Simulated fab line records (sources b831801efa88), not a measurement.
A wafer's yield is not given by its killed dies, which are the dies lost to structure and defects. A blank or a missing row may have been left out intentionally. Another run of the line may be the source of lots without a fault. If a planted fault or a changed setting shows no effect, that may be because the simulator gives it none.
A struck lot beside a sound one | flow sfq-line | 24 steps out of a route of 325
Sound: the wafers L594.1, L594.4, L594.6. Struck: wafers L599.2, L599.3, L599.6. At the end, the cause is stated.
Per side, at each step with rows, come the tool, then ch with its chambers, and then its first start. Under that, the readings that differ: sound wafers | struck wafers | difference of the means | sigmas: that difference in standard deviations of wafers without a fault.
alike: readings with means less than 2 such deviations apart, plus words and numbers identical on both sides. not compared: withheld readings, readings lacking a value on some wafer, bounds such as >300 that could conceal the same value, and numbers that have no deviation in the record and whose values overlap.
The two part at a step that has a row with sigmas, a row that says differs or no value, or rows on one side only. Non-overlapping numbers with no deviation appear without sigmas and do not part them. A reading that every wafer of one side lacks parts them only if that side has two wafers or more.

first, 2 steps without rows for these wafers: SFQ_TRILAYER_I3_VIA_STRIP_SOLV_CLEAN_090 (cleans in NMP, time 600 s); SFQ_TRILAYER_M4_DEP_PRE_CLEAN_092 (time 22.5 s).
SFQ_TRILAYER_M4_DEP_SPUTTER_091: material Nb, target thk 200 nm, time 133.3 s.
  sound on pvd-sputter-05, day 34 01:38; struck on pvd-sputter-05, day 36 18:14
  alike: resputter-cathode-voltage-v, throttle-valve-pct
SFQ_M4_RS_MEAS_924: measures by four-point-probe.
  sound on film-metro-02, day 34 01:43; struck on film-metro-03, day 36 18:20
  alike: M4_NB_RS
then, 6 steps without rows for these wafers: SFQ_TRILAYER_M4_LITHO_COAT_098 (resist thk 62 nm); SFQ_TRILAYER_M4_LITHO_COAT_093 (resist thk 600 nm); SFQ_TRILAYER_M4_LITHO_SOFTBAKE_097; SFQ_TRILAYER_M4_LITHO_EXPOSE_094 (exposes mask M4, target cd 500 nm); SFQ_TRILAYER_M4_LITHO_PEB_096 (peb time 60 s); SFQ_TRILAYER_M4_LITHO_DEVELOP_095 (time 60 s).
-- the record jumps here: 3 days lie between the struck wafers' starts before and after --
SFQ_M4_OVL_MEAS_926:
  sound on overlay-02, day 36 07:50; struck on overlay-02, day 39 07:52
  alike: M4_OVL
SFQ_TRILAYER_M4_BARC_OPEN_METAL_ETCH_123: etches BARC in O2, target depth 125 nm, time 41.7 s.
  sound on rie-metal-01 ch 0, day 36 07:52; struck on rie-metal-03 ch 0,1, day 39 07:54
  no value came back on the struck wafers for bias-w (W), chamber-pressure-mTorr (mTorr), drypump-motor-current-A (A), oes-product-au (a.u.); on the sound wafers bias-w (W) reads 80.17 80.28 80.17
  reading                                             | sound             | struck          | difference | sigmas
  model.KrF_of_TRILAYER_M4_LITHO_COAT_093.thk-nm (nm) | 520.8 523.6 521.7 | 572.8 576.6 573 | +52.1      |
  not compared: rf-hours-counter-h
SFQ_TRILAYER_M4_ETCH_METAL_ETCH_096: etches Nb in Cl2/Ar, stops on SiO2, target depth 240 nm, time 120 s.
  sound on rie-metal-01 ch 0, day 36 07:59; struck on rie-metal-03 ch 0,1, day 39 07:58
  reading                                             | sound             | struck            | difference | sigmas
  oes-product-au (a.u.)                               | 0.883 0.884 0.880 | 0.377 0.372 0.381 | -0.506     | -62
  model.KrF_of_TRILAYER_M4_LITHO_COAT_093.thk-nm (nm) | 378.3 381.3 378.8 | 429.7 434.6 429.3 | +51.7      |
  alike: bias-w, chamber-pressure-mTorr, drypump-motor-current-A
  not compared: rf-hours-counter-h
SFQ_TRILAYER_M4_STRIP_STRIP_097: strips in O2.
  sound on rie-metal-01 ch 0, day 36 08:14; struck on rie-metal-03 ch 0,1, day 39 08:05
  alike: drypump-motor-current-A, oes-product-au
  not compared: rf-hours-counter-h
then, 1 step without rows for these wafers: SFQ_TRILAYER_M4_STRIP_SOLV_CLEAN_098 (cleans in NMP, time 600 s).
SFQ_TRILAYER_I4_DEP_PECVD_099: deposits SiO2 from SiH4/N2O, time 111.11 s, target thk 500 nm.
  sound on pecvd-04 ch 0,1,2, day 36 09:37; struck on pecvd-04 ch 1,2, day 39 08:52
  alike: chamber-pressure-Torr, heater-power-w, showerhead-vpp-V, throttle-valve-pct
SFQ_TRILAYER_I4_CMP_CMP_100: polishes SiO2.
  sound on cmp-01 ch 1,2,3, day 37 04:41; struck on cmp-02 ch 0,2, day 40 02:38
  alike: motor-current-A, time-to-endpoint-s
SFQ_I4_BOW_MEAS_927:
  sound on film-metro-03, day 37 07:41; struck on film-metro-04, day 40 05:40
  alike: I4_BOW
SFQ_TRILAYER_I4_METRO_MEASURE_101:
  sound on film-metro-03, day 37 07:48; struck on film-metro-04, day 40 05:58
  alike: thk-nm
then, 3 steps without rows for these wafers: SFQ_TRILAYER_I4_VIA_LITHO_COAT_108 (resist thk 62 nm); SFQ_TRILAYER_I4_VIA_LITHO_COAT_103 (resist thk 650 nm); SFQ_TRILAYER_I4_VIA_LITHO_SOFTBAKE_107.
-- the record jumps here: 3 days lie between the struck wafers' starts before and after --
SFQ_TRILAYER_I4_VIA_LITHO_EXPOSE_104: exposes mask I4, target cd 700 nm.
  struck on krf-scanner-01, day 43 00:12; sound on krf-scanner-01 ch 0, day 39 19:34
  no value came back on the struck wafers for exposure-dose-mJ-cm2, focus-offset-nm (nm); on the sound wafers exposure-dose-mJ-cm2 reads 21.306 21.282 21.357
  alike: mask
then, 1 step without rows for these wafers: SFQ_TRILAYER_I4_VIA_LITHO_PEB_106 (peb time 60 s).

== WHERE THEY PART ==
Earliest at SFQ_TRILAYER_M4_BARC_OPEN_METAL_ETCH_123; latest, in this record, at SFQ_TRILAYER_I4_VIA_LITHO_EXPOSE_104.

WHY: whatever the simulator had introduced
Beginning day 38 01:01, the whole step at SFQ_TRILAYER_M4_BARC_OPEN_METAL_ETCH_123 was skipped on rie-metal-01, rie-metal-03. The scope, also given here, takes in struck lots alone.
